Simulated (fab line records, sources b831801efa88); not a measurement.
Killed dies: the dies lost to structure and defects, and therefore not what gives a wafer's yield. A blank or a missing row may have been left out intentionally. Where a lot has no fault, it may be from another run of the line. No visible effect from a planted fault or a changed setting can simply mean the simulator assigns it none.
Tool commonality check ; flow sky130 ; Sampled: 13 lots, 39 wafers

== REASON IT WAS OPENED ==
Flagged at SKY_LI_CONTACT_CD_MEAS_12: reading cd nm, on 1 of 13 lots. No-fault wafers: 169.8 nm, standard deviation 1.8.
Rule: flag the lot when none of its wafers has a number, or when each of its wafers that has one lies beyond 4 standard deviations from that mean. As for the other lots, they are considered sound.

lot;measured;on;cd nm (nm), wafer by wafer;flag
L587;day 30 02:43;cd sem-01;167.7 168.5 167.2;
L588;day 30 14:11;cd sem-02;169.3 168.4 168.5;
L590;day 31 02:50;cd sem-01;171.2 172.8 171.8;
L591;day 31 15:30;cd sem-01;170.0 170.4 169.4;
L592;day 31 20:07;cd sem-01;171.7 171.3 172.6;
L593;day 31 23:45;cd sem-02;167.7 168.7 169.0;
L594;day 32 09:35;cd sem-01;166.2 167.1 166.8;
L595;day 32 22:24;cd sem-02;171.4 170.6 169.2;
L597;day 33 09:04;cd sem-01;134.4 135.5 134.0;FLAGGED
L599;day 34 01:02;cd sem-01;167.7 168.7 168.3;
L606;day 36 18:20;cd sem-02;169.7 170.3 170.1;
L608;day 36 20:37;cd sem-01;172.3 172.0 173.4;
L609;day 37 05:23;cd sem-02;171.7 171.8 171.8;
The numbers of the flagged lots are 134.6 nm on average: -35.2 nm against the usual, or -20 standard deviations.

== TOOL THAT RAN EACH LOT ==
The record holds 1 process step before the reading, out of a route of 708 steps. Every cell lists first the tool, next ch and the chambers used by the sampled wafers, and last the start.
lot;flag;SKY_LI_CONTACT_EXPOSE_09
L587;;krf scanner-02 ch 0, day 29 12:08
L588;;krf scanner-02 ch 0, day 29 23:59
L590;;krf scanner-02 ch 0, day 30 12:47
L591;;krf scanner-02 ch 0, day 31 01:18
L592;;krf scanner-02 ch 0, day 31 06:25
L593;;krf scanner-01 ch 0, day 31 10:34
L594;;krf scanner-02 ch 0, day 31 20:44
L595;;krf scanner-01 ch 0, day 32 07:56
L597;FLAGGED;krf scanner-01 ch 0, day 32 20:05
L599;;krf scanner-01 ch 0, day 33 11:24
L606;;krf scanner-01 ch 0, day 36 05:14
L608;;krf scanner-01 ch 0, day 36 07:28
L609;;krf scanner-01 ch 0, day 36 16:28
What these steps do:
- SKY_LI_CONTACT_EXPOSE_09: exposes mask LICM1, target cd 170 nm.
- SKY_LI_CONTACT_CD_MEAS_12: target cd 170 nm.

== FLAGGED AGAINST TOTAL, ONE TOOL AT A TIME (gauges that did the reading follow at the end) ==
step;tool;lots run;flagged;share of the flagged lots;sound lots run after its first flagged lot
SKY_LI_CONTACT_EXPOSE_09;krf scanner-01;7;1;all;4 (L599,L606,L608,L609)
SKY_LI_CONTACT_EXPOSE_09;krf scanner-02;6;0;none;-
SKY_LI_CONTACT_CD_MEAS_12;cd sem-01;8;1;all;2 (L599,L608)
SKY_LI_CONTACT_CD_MEAS_12;cd sem-02;5;0;none;-

== WHAT IS ALLOWED BY THE TABLE ==
In 2 table rows, all flagged lots were run: krf scanner-01 (SKY_LI_CONTACT_EXPOSE_09), cd sem-01 (SKY_LI_CONTACT_CD_MEAS_12).
- krf scanner-01 at SKY_LI_CONTACT_EXPOSE_09: 1 of its 7 lots flagged. Lots that were sound ran on it after the first flagged one (L599, L606, L608, L609); a persistent fault on the entire tool would not allow that.
- cd sem-01 at SKY_LI_CONTACT_CD_MEAS_12: 1 of its 8 lots flagged. Lots that were sound ran on it after the first flagged one (L599, L608); a persistent fault on the entire tool would not allow that.
Every row of the table either missed a flagged lot or ran a sound lot after the first.

== WHAT THE SIMULATOR HAD INSERTED ==
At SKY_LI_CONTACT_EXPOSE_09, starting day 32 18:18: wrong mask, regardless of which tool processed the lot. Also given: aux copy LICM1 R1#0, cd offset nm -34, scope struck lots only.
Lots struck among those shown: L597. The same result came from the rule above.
